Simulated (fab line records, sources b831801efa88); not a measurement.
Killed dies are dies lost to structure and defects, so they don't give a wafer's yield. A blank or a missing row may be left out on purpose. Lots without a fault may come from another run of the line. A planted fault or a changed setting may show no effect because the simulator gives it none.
Split-lot experiment | flow gf180mcu | 5 lots, 23 wafers read, on a route of 602 steps

THE SPLIT
At GF_M1_SPUTTER_04 (material TiN, target thk 50 nm, time 41.7 s), the setting time_s was moved away from the recipe's 41.7 s on 10 of the 23 wafers read, by -13.2% to +11.8%. The other wafers ran this setting at the recipe's value.

The reading is taken at the split's own step.

THE READING
TiN_of_M1_SPUTTER_04.thk_nm (the simulator's own value, which no gauge read), in nm, at GF_M1_SPUTTER_04 (material TiN, target thk 50 nm, time 41.7 s). The file gives no usual value for it. The 13 wafers here that ran the recipe average 49.76 nm, standard deviation 0.53 nm.

wafer  | tool, chamber at the split | time_s as run, s | against the recipe | TiN_of_M1_SPUTTER_04.thk_nm, nm | against lot-mates on the recipe
L074.1 | pvd_sputter-04, -          | 41.7             | recipe             | 49.87                           | -
L074.2 | pvd_sputter-04, -          | 41.7             | recipe             | 49.77                           | -
L074.6 | pvd_sputter-04, -          | 41.7             | recipe             | 50.31                           | -
L076.1 | pvd_sputter-02, -          | 44.78            | +7.4%              | 52.64                           | +3.70
L076.2 | pvd_sputter-02, -          | 44.78            | +7.4%              | 52.75                           | +3.81
L076.4 | pvd_sputter-02, -          | 41.7             | recipe             | 48.88                           | -
L076.5 | pvd_sputter-02, -          | 44.78            | +7.4%              | 52.71                           | +3.77
L076.6 | pvd_sputter-02, -          | 41.7             | recipe             | 48.99                           | -
L077.1 | pvd_sputter-02, -          | 41.7             | recipe             | 49.87                           | -
L077.2 | pvd_sputter-02, -          | 36.2             | -13.2%             | 43.21                           | -6.64
L077.3 | pvd_sputter-02, -          | 41.7             | recipe             | 49.73                           | -
L077.5 | pvd_sputter-02, -          | 41.7             | recipe             | 49.96                           | -
L077.6 | pvd_sputter-02, -          | 36.2             | -13.2%             | 43.19                           | -6.66
L079.1 | pvd_sputter-02, -          | 41.7             | recipe             | 49.6                            | -
L079.2 | pvd_sputter-02, -          | 41.7             | recipe             | 49.12                           | -
L079.3 | pvd_sputter-02, -          | 46.63            | +11.8%             | 55.09                           | +5.65
L079.4 | pvd_sputter-02, -          | 41.7             | recipe             | 49.59                           | -
L079.5 | pvd_sputter-02, -          | 46.63            | +11.8%             | 55.51                           | +6.07
L080.1 | pvd_sputter-02, -          | 46.18            | +10.7%             | 55.89                           | +5.30
L080.2 | pvd_sputter-02, -          | 46.18            | +10.7%             | 55.67                           | +5.08
L080.4 | pvd_sputter-02, -          | 41.7             | recipe             | 50.43                           | -
L080.5 | pvd_sputter-02, -          | 46.18            | +10.7%             | 55.64                           | +5.05
L080.6 | pvd_sputter-02, -          | 41.7             | recipe             | 50.76                           | -

THE FIT
A straight line over all 23 wafers: TiN_of_M1_SPUTTER_04.thk_nm changes by +0.496 nm for each +1% of time_s; r = +0.99; the points scatter about the line by 0.57 nm.
The same after taking each lot's own level away (the mean of its wafers on the recipe; 23 wafers): +0.496 nm for each +1%; r = +1.00; scatter 0.18 nm.
On that fit, the largest move of time_s shifts the reading by 6.5 nm.
The lots' own levels span 48.935 to 50.595 nm, that is 3.1 times the standard deviation above.
So the lot-to-lot level changes the slope little: the two slopes agree.
Check: with one of the wafers moved furthest among these (-13.2%) left out of the fit, the line predicts -6.54 nm for it against its lot-mates. It came out at -6.64 nm against them.

OTHER SPLITS ON THESE WAFERS
These wafers also went through other splits before the reading. Each is held against what the fit with the lots' levels taken away leaves over:
other split on the same wafers   | wafers away from the commonest value | r with TiN_of_M1_SPUTTER_04.thk_nm (lot level and that fit taken away)
GF_NSD_COAT_02 resist_thk_nm     | 5                                    | -0.08
GF_NSD_DEVELOP_06 develop_time_s | 11                                   | -0.02
GF_SAB_DEVELOP_08 develop_time_s | 9                                    | +0.04
GF_SAB_ETCH_11 time_s            | 6                                    | +0.21

THE FILE'S OWN FIT
TiN_of_M1_SPUTTER_04.thk_nm changes by +0.496 nm for each +1% of time_s, r = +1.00.
